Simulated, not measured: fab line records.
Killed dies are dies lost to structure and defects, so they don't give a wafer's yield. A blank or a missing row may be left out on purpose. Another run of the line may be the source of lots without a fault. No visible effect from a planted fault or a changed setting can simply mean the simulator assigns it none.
2 desks looking at one fault ; flow sky130 ; each desk has only its own numbers; what lay behind them comes last

THE TOOL OWNER'S DESK: lithoTrack-01
The tool's own readings at SKY_SONOS_TUNNEL_DEVELOP_06 (develop time 60 s): means of the sampled wafers that have a number, for each lot that ran on this tool. Any lot whose mean is over 4 standard deviations away from the usual mean is out of limits and marked OUT; that distance is given in the brackets.
Columns: A = developerTempC at SKY_SONOS_TUNNEL_DEVELOP_06, usual 23.01 C
lot;first seen here;A
L987;day 14 13:26;22.97
L988;day 14 16:29;22.91
L993;day 16 12:35;20.80 (-20) OUT
L994;day 16 13:58;20.66 (-21) OUT
L995;day 17 07:59;20.85 (-20) OUT
This desk's verdict: out of limits on L993, L994, L995, starting with L993 at day 16 12:35 (developerTempC at SKY_SONOS_TUNNEL_DEVELOP_06). Within limits: L987, L988.

AT THE METROLOGY DESK
Lot by lot, what the gauges showed, no matter which tool ran the lot: averages of those sampled wafers that carry a number. Any lot whose mean is over 4 standard deviations away from the usual mean is out of limits and marked OUT; that distance is given in the brackets.
Columns: A = VT_ADJUST_LVTN_2_TW at SKY_VT_ADJUST_LVTN_TW_MEAS_21, usual 187.6; B = VT_ADJUST_HVTR_TW at SKY_VT_ADJUST_HVTR_TW_MEAS_11, usual 209.5; C = cdNm at SKY_SONOS_TUNNEL_CD_MEAS_07, usual 410.1 nm; D = SONOS_ONO_OVL at SKY_SONOS_ONO_OVL_MEAS_14, usual 1.0 nm
lot;first seen here;A;B;C;D
L978;day 7 20:20;187.3;211.0;410.4;-0.7
L980;day 8 07:34;187.6;209.7;407.3;2.9
L981;day 8 12:07;190.0;211.4;410.9;2.7
L982;day 8 18:29;184.6;208.6;412.4;0.5
L984;day 9 22:10;185.6;209.9;409.9;0.3
L987;day 10 11:41;187.5;210.4;410.5;2.3
L988;day 10 15:13;186.2;208.2;410.1;0.3
L990;day 11 02:13;186.4;210.7;407.9;3.8
L992;day 11 20:15;191.9;210.6;406.0;0.6
L993;day 12 02:59;187.4;210.4;417.3;0.4
L994;day 12 03:17;186.4;210.7;420.4 (+4.5) OUT;-0.2
L995;day 12 20:19;188.3;207.7;416.5;2.2
L100;day 14 02:12;189.8;207.1;413.1;0.5
L101;day 14 07:21;185.2;207.3;412.4;-1.3
This desk's verdict: out of limits on L994, starting with L994 at day 16 14:06 (cdNm at SKY_SONOS_TUNNEL_CD_MEAS_07). Within limits: L978, L980, L981, L982, L984, L987, L988, L990, L992, L993, L995, L100, L101.

BROUGHT TOGETHER
An alarm could have come from the tool owner's desk at day 16 12:35, on L993, L994, L995.
L994 would have let the metrology desk raise an alarm at day 16 14:06.
The metrology desk holds a record of L993, L995, inside its limits.
All the named lots went through SKY_SONOS_TUNNEL_DEVELOP_06 on lithoTrack-01.

WHAT THE SIMULATOR PUT IN
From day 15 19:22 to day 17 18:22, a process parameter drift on lithoTrack-01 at SKY_SONOS_TUNNEL_DEVELOP_06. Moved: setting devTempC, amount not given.
Shown lots that were struck: L993, L994, L995.
Time in hours from fault onset to the first out-of-limits reading at each desk: tool owner's desk 17, metrology desk 19.
